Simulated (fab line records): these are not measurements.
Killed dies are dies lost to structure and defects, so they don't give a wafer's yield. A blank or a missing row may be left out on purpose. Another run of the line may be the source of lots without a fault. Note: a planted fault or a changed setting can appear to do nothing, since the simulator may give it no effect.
Which tool is to blame? + flow sky130 + 18 wafers from 6 lots sampled at 4 of the route's 708 steps

## WHAT THE GAUGES READ, wafer by wafer
SKY_VT_ADJUST_NCORE_TW_MEAS_11.
| lot  | measured     | on            | VT_ADJUST_NCORE_TW |
|------|--------------|---------------|--------------------|
| L913 | day 9 11:41  | film_metro-04 | 221.1 220.7 221.3  |
| L918 | day 10 22:44 | film_metro-01 | 237.3 238.7 238.4  |
| L925 | day 13 03:35 | film_metro-04 | 219.7 222.4 220.5  |
| L929 | day 14 11:20 | film_metro-04 | 221.6 219.8 219.0  |
| L931 | day 14 22:43 | film_metro-04 | 220.8 220.0 220.9  |
| L933 | day 15 10:17 | film_metro-01 | 218.2 219.7 218.8  |

## WHICH TOOL RAN EACH LOT (tool, then ch and the chambers of the sampled wafers, then the start)
| lot  | SKY_NWELL_STRIP_14                   | SKY_VT_ADJUST_NCORE_IMPLANT_09  | SKY_VT_ADJUST_NCORE_STRIP_10         |
|------|--------------------------------------|---------------------------------|--------------------------------------|
| L913 | plasma_asher-01 ch 0,1, day 5 05:49  | implanter-03 ch 0, day 9 11:28  | plasma_asher-04 ch 0,1, day 9 11:35  |
| L918 | plasma_asher-01 ch 0,1, day 6 11:05  | implanter-03 ch 0, day 10 22:31 | plasma_asher-04 ch 0,1, day 10 22:38 |
| L925 | plasma_asher-01 ch 0,1, day 8 06:22  | implanter-02 ch 0, day 13 03:20 | plasma_asher-01 ch 0,1, day 13 03:29 |
| L929 | plasma_asher-01 ch 0,1, day 9 09:02  | implanter-03 ch 0, day 14 11:05 | plasma_asher-04 ch 0,1, day 14 11:14 |
| L931 | plasma_asher-02 ch 0,1, day 9 18:38  | implanter-02 ch 0, day 14 22:30 | plasma_asher-04 ch 0,1, day 14 22:38 |
| L933 | plasma_asher-04 ch 0,1, day 10 02:52 | implanter-03 ch 0, day 15 10:04 | plasma_asher-01 ch 0,1, day 15 10:11 |
- SKY_NWELL_STRIP_14: strips in O2/N2.
- SKY_VT_ADJUST_NCORE_IMPLANT_09
- SKY_VT_ADJUST_NCORE_STRIP_10: strips in O2/N2.

## THE ANSWER, worked out from the rows above alone
Rule: usual is defined by the lots themselves. The widest of any qualifying gaps counts: lots, ordered by their means at a reading, are off when they make up no more than a third of the lots, leave a main group of 4 or more, and stand apart from it by 3 or more times the standard deviation of that group's means. A main group is skipped when, at the precision printed for the reading in the tables above, its means are all equal. Also off: a lot with no number at a reading for which 4 or more lots have one. The other lots that the step has rows for count as sound.
Off: L918, at SKY_VT_ADJUST_NCORE_TW_MEAS_11 (VT_ADJUST_NCORE_TW). Main group: mean 220.3, sd 0.76.
A tool fits if, at a process step before that reading, it ran every lot that is off, and no sound lot after the first of them. Those tools and the gauges at SKY_VT_ADJUST_NCORE_TW_MEAS_11 are tried in the same way. None of those tried fits.

## WHAT THE SIMULATOR HAD PUT IN
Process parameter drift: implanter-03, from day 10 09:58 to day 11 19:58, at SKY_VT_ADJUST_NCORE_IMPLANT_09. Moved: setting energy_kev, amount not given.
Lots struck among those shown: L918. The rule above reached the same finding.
